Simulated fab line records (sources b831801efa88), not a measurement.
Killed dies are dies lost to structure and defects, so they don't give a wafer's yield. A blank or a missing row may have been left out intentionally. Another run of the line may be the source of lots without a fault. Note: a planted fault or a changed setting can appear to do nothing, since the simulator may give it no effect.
Which of the tools did it? || flow sfq_line || 7 lots, 21 wafers sampled, at 2 steps of a route of 325

## WHAT THE GAUGES SHOWED, per wafer
SFQ_M2_RS_MEAS_914: the measuring method here is four-point-probe.
{"lot": "L831", "measured": "day 30 06:41", "on": "film_metro-02", "M2_NB_RS (ohm/sq)": "0.887 0.895 0.895"}
{"lot": "L833", "measured": "day 31 05:52", "on": "film_metro-01", "M2_NB_RS (ohm/sq)": "0.879 0.889 0.878"}
{"lot": "L835", "measured": "day 31 23:24", "on": "film_metro-03", "M2_NB_RS (ohm/sq)": "0.877 0.876 0.875"}
{"lot": "L840", "measured": "day 33 14:25", "on": "film_metro-01", "M2_NB_RS (ohm/sq)": "0.445 0.448 0.445"}
{"lot": "L844", "measured": "day 34 01:32", "on": "film_metro-01", "M2_NB_RS (ohm/sq)": "0.439 0.447 0.440"}
{"lot": "L846", "measured": "day 34 03:28", "on": "film_metro-02", "M2_NB_RS (ohm/sq)": "0.871 0.877 0.892"}
{"lot": "L849", "measured": "day 34 08:32", "on": "film_metro-03", "M2_NB_RS (ohm/sq)": "0.438 0.445 0.442"}

## TOOL THAT RAN EACH LOT (tool first, then ch and the chambers of the sampled wafers, then the start)
{"lot": "L831", "SFQ_TRILAYER_M2_DEP_SPUTTER_055": "pvd_sputter-06, day 30 06:35"}
{"lot": "L833", "SFQ_TRILAYER_M2_DEP_SPUTTER_055": "pvd_sputter-03, day 31 05:47"}
{"lot": "L835", "SFQ_TRILAYER_M2_DEP_SPUTTER_055": "pvd_sputter-05, day 31 23:18"}
{"lot": "L840", "SFQ_TRILAYER_M2_DEP_SPUTTER_055": "pvd_sputter-05, day 33 14:03"}
{"lot": "L844", "SFQ_TRILAYER_M2_DEP_SPUTTER_055": "pvd_sputter-03, day 34 01:09"}
{"lot": "L846", "SFQ_TRILAYER_M2_DEP_SPUTTER_055": "pvd_sputter-03, day 34 03:23"}
{"lot": "L849", "SFQ_TRILAYER_M2_DEP_SPUTTER_055": "pvd_sputter-05, day 34 08:12"}
- SFQ_TRILAYER_M2_DEP_SPUTTER_055: material Nb, target thk 200 nm, time 133.3 s.

## THE ANSWER, worked out from the rows above alone
Rule: usual is defined by the lots themselves. The widest of any qualifying gaps counts: lots, ordered by their means at a reading, are off when they make up no more than a third of the lots, leave a main group of 4 or more, and stand apart from it by 3 or more times the standard deviation of that group's means. Not used: any main group whose means are identical at the precision the tables above print for the reading. A lot without any number at a reading at which 4 lots or more have one is off too. The other lots that the step has rows for count as sound.
No lot is off at any reading shown: from this, nothing can be told.

## WHAT THE SIMULATOR HAD PUT IN
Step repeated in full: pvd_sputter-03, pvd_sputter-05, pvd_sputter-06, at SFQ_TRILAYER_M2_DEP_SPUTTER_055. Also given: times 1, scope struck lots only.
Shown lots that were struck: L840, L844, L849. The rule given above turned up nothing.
